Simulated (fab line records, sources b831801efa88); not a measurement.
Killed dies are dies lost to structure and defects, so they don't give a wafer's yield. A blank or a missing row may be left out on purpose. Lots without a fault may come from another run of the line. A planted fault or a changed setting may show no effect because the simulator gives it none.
fab line records | flow gf180mcu
record lots=11 wafers=32 last_day=33
route steps=602 shown M2@362 V3@438 M5@533
lots that met no fault: from a run of the same line without faults
start_h: hours from the record's first day to the start of the lot's first wafer shown | wait_h: hours since the lot's step before | " the same as in the row above | L1.1+2: a row that stands for several wafers | - no value, or no start given | * or withheld: withheld | < > ~ a bound
route shown NAME@n: a module of which the file shows steps, and the number in the route of the first | usual: mean/standard deviation of fault-free wafers | same: alike in all rows | chamber/n: place in a boat | sites: the reading at each site | _std_site: their standard deviation | _edge_site: outer sites' mean less inner sites' | radius_mm: how far each site lies from the wafer's centre | mask NAME#n: copy n | behind: the tool/chamber that last shaped the wafer | hold: why the lot was held/for how many hours/how that ended | device: the transistor (n, p or np) that didn't switch | end of line: the same wafers' tests at the end of the route | a step without rows: its recipe alone | killed: dies lost to structure and defects at the first sort, not the wafer's yield | map: a wafer's dies, x killed, . not, _ none there
set.NAME: the setting as run; set.NAME@STEP: as run at that earlier step | model.NAME: the simulator's own value behind a step, which no gauge read
steps of the route over a sample of lots; a table a step, a row a wafer
services: from which hour (start_h, from the record's first day; less than 0 if before it) a tool's chamber was out of use, for how many hours, and why
## steps
# step GF_M2_SPUTTER_00
# recipe material=Ti target_thk_nm=37.5 arriving_ion_energy_ev=80 substrate_temp_c=200 chamber_pressure_pa=2 power_w=4000 time_s=150
# usual throttle_valve_pct=30.3/0.81
# columns lot.wafer tool chamber start_h wait_h throttle_valve_pct
L325.2 pvd_sputter-01 - 422.07 0.1 30.4
L325.3 " - " " 29.8
L325.4 " - " " 30.7
L327.3 pvd_sputter-01 - 430.32 0.1 31.1
L327.4 " - " " 30.4
L327.6 " - " " 30.4
L328.2 pvd_sputter-02 - 441.64 0.2 30.3
L328.5 " - " " 30.3
L328.6 " - " " 31.5
L330.4 pvd_sputter-02 - 455.42 0.2 30.2
L330.5 " - " " 30.2
L330.6 " - " " 31.7
L333.3 pvd_sputter-01 - 494.77 0.1 29.6
L333.5 " - " " 30.3
L333.6 " - " " 30.0
L336.1 pvd_sputter-02 - 510.71 0.2 30.0
L336.3 " - " " 31.4
L336.4 " - " " 30.5
L339.1 pvd_sputter-02 - 550.34 0.1 31.4
L339.2 " - " " 29.1
L339.6 " - " " 30.2
L340.2 pvd_sputter-03 - 550.68 0.2 31.3
L340.3 " - " " 29.8
L340.5 " - " " 29.7
L341.1 pvd_sputter-01 - 558.41 0.2 30.3
L341.2 " - " " 30.6
L341.6 " - " " 30.8
L343.1 pvd_sputter-03 - 568.37 0.2 30.5
L343.5 " - " " 31.4
L343.6 " - " " 29.6
L345.2 pvd_sputter-02 - 586.27 0.2 30.1
L345.5 " - " " 30.5
# step GF_M2_SPUTTER_03
# recipe material=Ti target_thk_nm=10 substrate_temp_c=300 chamber_pressure_pa=0.3 power_w=3000 time_s=6.7
# usual throttle_valve_pct=30.3/0.8
# columns lot.wafer tool chamber start_h wait_h throttle_valve_pct
L325.2 pvd_sputter-01 - 422.23 0.0 30.4
L325.3 " - " " 29.7
L325.4 " - " " 30.5
L327.3 pvd_sputter-01 - 430.48 0.0 31.1
L327.4 " - " " 30.3
L327.6 " - " " 30.4
L328.2 pvd_sputter-02 - 441.82 0.0 30.2
L328.5 " - " " 30.4
L328.6 " - " " 31.6
L330.4 pvd_sputter-02 - 455.54 0.0 30.3
L330.5 " - " " 30.3
L330.6 " - " " 31.6
L333.3 pvd_sputter-01 - 494.93 0.0 29.9
L333.5 " - " " 30.5
L333.6 " - " " 29.8
L336.1 pvd_sputter-02 - 510.87 0.0 30.0
L336.3 " - " " 31.4
L336.4 " - " " 30.4
L339.1 pvd_sputter-02 - 550.50 0.0 31.4
L339.2 " - " " 29.2
L339.6 " - " " 30.5
L340.2 pvd_sputter-03 - 550.84 0.0 31.7
L340.3 " - " " 29.7
L340.5 " - " " 29.6
L341.1 pvd_sputter-01 - 558.57 0.0 30.4
L341.2 " - " " 30.5
L341.6 " - " " 30.5
L343.1 pvd_sputter-03 - 568.53 0.0 30.5
L343.5 " - " " 31.5
L343.6 " - " " 29.4
L345.2 pvd_sputter-02 - 586.43 0.0 30.1
L345.5 " - " " 30.3
# step GF_M2_METAL_ETCH_16
# recipe chemistry=Cl2/BCl3 mask_material=KrF target_depth_nm=627.5 stop_on=SiO2 pressure_mtorr=8 icp_w=800 bias_w=140 Cl2_flow_sccm=80 bcl3_flow_sccm=40 time_s=104.6
# usual drypump_motor_current_A=5.8/0.44 oes_product_au=0.975/0.0065 rf_fwd_power_W=795.2/2.5 throttle_valve_pct=28.247/0.011
# columns lot.wafer tool chamber start_h wait_h drypump_motor_current_A oes_product_au rf_fwd_power_W rf_hours_counter_h throttle_valve_pct
L325.2 rie_metal-01 0 447.05 0.1 6.1 0.977 797.9 - 28.255
L325.3 " 0 " " 6.1 0.989 795.2 - 28.239
L325.4 " 0 " " 6.1 0.969 794.8 - 28.248
L327.3 rie_metal-02 0 455.69 0.1 5.4 0.976 796.7 - 28.251
L327.4 " 1 " " 6.3 0.977 798.2 - 28.253
L327.6 " 0 " " 5.4 0.975 797.1 - 28.243
L328.2 rie_metal-04 1 466.82 0.0 5.1 0.975 794.8 9 28.254
L328.5 " 1 " " 5.1 0.965 793.7 - 28.258
L328.6 " 0 " " 5.9 0.975 796.7 - 28.246
L330.4 rie_metal-01 1 480.20 0.0 6.1 0.972 793.5 - 28.249
L330.5 " 0 " " 6.1 0.978 797.6 - 28.246
L330.6 " 1 " " 6.1 0.983 794.9 - 28.236
L333.3 rie_metal-04 0 517.95 0.1 5.9 0.981 793.9 - 28.247
L333.5 " 1 " " 5.1 0.970 795.6 - 28.246
L333.6 " 0 " " 5.9 0.978 796.9 - 28.229
L336.1 rie_metal-01 1 534.22 0.0 6.2 0.977 792.6 2 28.258
L336.3 " 1 " " 6.2 0.973 791.8 - 28.262
L336.4 " 0 " " 6.1 0.971 792.4 - 28.231
L339.1 rie_metal-01 0 571.76 0.0 6.1 0.979 797.4 12 28.244
L339.2 " 1 " " 6.2 0.971 796.2 3 28.249
L339.6 " 1 " " 6.2 0.962 791.4 - 28.253
L340.2 rie_metal-04 1 572.11 0.0 5.1 0.980 797.6 12 28.247
L340.3 " 1 " " 5.1 0.969 793.0 - 28.270
L340.5 " 1 " " 5.1 0.967 791.9 - 28.234
L341.1 rie_metal-04 1 579.42 0.0 5.1 0.958 796.4 12 28.262
L341.2 " 0 " " 5.9 0.989 793.0 5 28.248
L341.6 " 1 " " 5.1 0.975 793.1 - 28.228
L343.1 rie_metal-01 1 589.96 0.0 6.2 0.975 795.6 4 28.256
L343.5 " 1 " " 6.2 0.981 792.8 - 28.241
L343.6 " 1 " " 6.2 0.970 792.7 - 28.268
L345.2 rie_metal-04 1 607.10 0.0 5.1 0.976 795.8 13 28.260
L345.5 " 1 " " 5.1 0.978 794.7 - 28.253
# step GF_V3_COAT_09
# recipe resist=KrF spin_rpm=withheld resist_thk_nm=1000
# columns lot.wafer tool chamber start_h wait_h
L325.2+3+4 litho_track-01 0 512 -
L327.3+4+6 litho_track-01 0 520 -
L328.2+5+6 litho_track-01 0 529 -
L330.4+5+6 litho_track-02 0 541 -
L333.3+5+6 litho_track-02 0 576 -
L336.1+3+4 litho_track-02 0 592 -
L339.1+2+6 litho_track-04 0 626 -
L340.2+3+5 litho_track-04 0 627 -
L341.1+2+6 litho_track-02 0 636 -
L343.1+5+6 litho_track-02 0 644 -
L345.2+5 litho_track-02 0 660 -
# step GF_V3_STRIP_18
# recipe chemistry=O2/N2 power_w=1400 pressure_mtorr=1500 platen_temp_c=250 o2_flow_sccm=3000 n2_flow_sccm=300 overash_fraction=0.5
# usual drypump_motor_current_A=5.79/0.08 heater_power_w=339/24 oes_product_au=0.592/0.0046
# columns lot.wafer tool chamber start_h wait_h drypump_motor_current_A heater_power_w oes_product_au rf_hours_counter_h
L325.2 plasma_asher-03 0 525.00 - 5.79 310 0.586 80
L325.3 " 0 " " 5.79 312 0.588 -
L325.4 " 1 " " 5.85 363 0.581 -
L327.3 plasma_asher-03 1 531.13 - 5.84 357 0.591 -
L327.4 " 0 " " 5.78 312 0.595 -
L327.6 " 1 " " 5.86 356 0.594 -
L328.2 plasma_asher-01 0 540.99 - 5.92 332 0.596 12
L328.5 " 0 " " 5.91 336 0.592 -
L328.6 " 1 " " 5.65 365 0.596 -
L330.4 plasma_asher-03 0 553.22 - 5.75 308 0.601 -
L330.5 " 1 " " 5.83 365 0.592 -
L330.6 " 0 " " 5.77 316 0.591 -
L333.3 plasma_asher-03 1 587.98 - 5.85 360 0.582 -
L333.5 " 1 " " 5.87 363 0.594 -
L333.6 " 0 " " 5.79 319 0.596 -
L336.1 plasma_asher-03 1 602.63 - 5.86 359 0.590 88
L336.3 " 0 " " 5.80 313 0.603 -
L336.4 " 1 " " 5.88 367 0.594 -
L339.1 plasma_asher-01 0 637.65 - 5.88 341 0.597 22
L339.2 " 1 " " 5.62 365 0.593 22
L339.6 " 0 " " 5.88 339 0.588 -
L340.2 plasma_asher-03 0 638.57 - 5.80 321 0.592 91
L340.3 " 0 " " 5.78 316 0.586 -
L340.5 " 0 " " 5.79 314 0.592 -
L341.1 plasma_asher-01 0 645.91 - 5.90 342 0.595 23
L341.2 " 1 " " 5.66 376 0.586 23
L341.6 " 0 " " 5.95 340 0.594 -
L343.1 plasma_asher-03 1 655.78 - 5.82 357 0.589 92
L343.5 " 0 " " 5.78 319 0.578 -
L343.6 " 1 " " 5.84 366 0.587 -
L345.2 plasma_asher-03 0 670.69 - 5.77 314 0.579 94
L345.5 " 0 " " 5.78 325 0.580 -
# step GF_M5_CD_MEAS_07
# recipe target_cd_nm=280
# usual cd_nm=279.8/0.99
# columns lot.wafer tool chamber start_h wait_h hold cd_nm
L325.2 cd_sem-02 - 615.46 0.2 - 277.6
L325.3 " - " " - 277.3
L325.4 " - " " - 278.1
L327.3 cd_sem-01 - 620.67 0.1 - 279.3
L327.4 " - " " - 279.2
L327.6 " - " " - 279.1
L328.2 cd_sem-02 - 629.58 0.1 - 281.2
L328.5 " - " " - 281.2
L328.6 " - " " - 279.5
L330.4 cd_sem-01 - 641.82 0.1 - 278.8
L330.5 " - " " - 278.7
L330.6 " - " " - 278.1
L333.3 cd_sem-02 - 673.56 0.2 - 279.0
L333.5 " - " " - 279.5
L333.6 " - " " - 280.1
L336.1 cd_sem-01 - 687.86 0.1 - 279.1
L336.3 " - " " - 279.0
L336.4 " - " " - 279.7
L339.1 cd_sem-01 - 717.46 0.1 - 281.4
L339.2 " - " " - 280.1
L339.6 " - " " - 280.7
L340.2 cd_sem-01 - 719.06 0.1 - 280.2
L340.3 " - " " - 280.8
L340.5 " - " " - 280.1
L341.1 cd_sem-01 - 725.50 0.1 - 279.4
L341.2 " - " " - 281.9
L341.6 " - " " - 281.1
L343.1 cd_sem-02 - 733.55 0.1 - 280.7
L343.5 " - " " - 281.2
L343.6 " - " " - 280.3
L345.2 cd_sem-01 - 746.35 0.1 await_dispo/0.2h/release 280.4
L345.5 " - " " await_dispo/0.2h/release 280.5
L345.2 cd_sem-01 - 746.82 0.4 - 280.0
L345.5 " - " " - 280.5
# step GF_M5_OVL_MEAS_08
# usual M5_OVL=0/5.5
# columns lot.wafer tool chamber start_h wait_h hold M5_OVL[nm]
L325.2 overlay-02 - 615.56 0.1 - -14
L325.3 " - " " - -6
L325.4 " - " " - -9
L327.3 overlay-02 - 620.76 0.1 - 1
L327.4 " - " " - -4
L327.6 " - " " - 1
L328.2 overlay-01 - 629.68 0.1 - 4
L328.5 " - " " - 1
L328.6 " - " " - 2
L330.4 overlay-01 - 641.90 0.1 - -2
L330.5 " - " " - 1
L330.6 " - " " - -4
L333.3 overlay-02 - 673.65 0.1 - 5
L333.5 " - " " - 2
L333.6 " - " " - 11
L336.1 overlay-01 - 687.98 0.1 - 5
L336.3 " - " " - 0
L336.4 " - " " - 11
L339.1 overlay-01 - 717.58 0.1 - -5
L339.2 " - " " - -3
L339.6 " - " " - -5
L340.2 overlay-01 - 719.16 0.1 - 4
L340.3 " - " " - -4
L340.5 " - " " - 0
L341.1 overlay-01 - 725.62 0.1 - 1
L341.2 " - " " - 3
L341.6 " - " " - -2
L343.1 overlay-02 - 733.67 0.1 - -7
L343.5 " - " " - 4
L343.6 " - " " - -1
L345.2 overlay-02 - 748.16 1.3 await_dispo/1.2h/release 1
L345.5 " - " " await_dispo/1.2h/release -4
## services
# columns tool chamber start_h hours kind
rie_metal-04 - 400.35 2.8 pm
rie_metal-01 - 413.57 0.1 repair
plasma_asher-01 - 421.33 9.0 pm
rie_metal-01 1 430.54 7.4 repair
plasma_asher-03 - 444.83 1.2 repair
pvd_sputter-02 0 450.71 - consumable_replace:kit
pvd_sputter-02 0 450.71 18.0 scheduled_down
pvd_sputter-02 0 450.71 18.0 vent_cycle
plasma_asher-03 - 452.00 19.8 pm
pvd_sputter-01 2 452.98 - consumable_replace:kit
pvd_sputter-02 - 483.64 2.4 repair
plasma_asher-01 - 500.46 1.3 repair
plasma_asher-01 - 543.80 6.1 repair
plasma_asher-03 - 551.05 2.1 repair
pvd_sputter-02 - 566.47 5.2 repair
rie_metal-02 0 574.77 27.4 repair
plasma_asher-03 - 588.23 4.9 repair
rie_metal-01 1 591.45 28.0 repair
rie_metal-01 - 600.89 1.2 repair
pvd_sputter-02 3 622.74 - consumable_replace:kit
pvd_sputter-02 3 622.74 18.0 scheduled_down
pvd_sputter-02 3 622.74 18.0 vent_cycle
pvd_sputter-03 - 622.75 1.1 repair
pvd_sputter-01 - 653.95 1.1 repair
## key
first_sign step=GF_V3_STRIP_18 reading=oes_product_au direction=down sigmas=2.8 usual=0.592 struck=0.579
effect none on later readings
met_at GF_V3_COAT_09
struck_lots L343,L345
struck_wafers L343.5,L345.2,L345.5
sort_left_out L345.2,L345.5
not_acting_at GF_M2_SPUTTER_00,GF_M2_SPUTTER_03,GF_M2_METAL_ETCH_16
onset_between 636 644
fault kind=process_parameter_drift tool=litho_track-02 chamber=- onset_h=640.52 steps=GF_V3_COAT_09 channel=resist_thk_nm offset=* shape=step end_h=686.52 scope=struck_wafers_only acts_in=* stated=*
# sort_left_out: the simulated sort isn't trusted on such a fault, so these wafers' sort isn't shown, and their yield isn't known
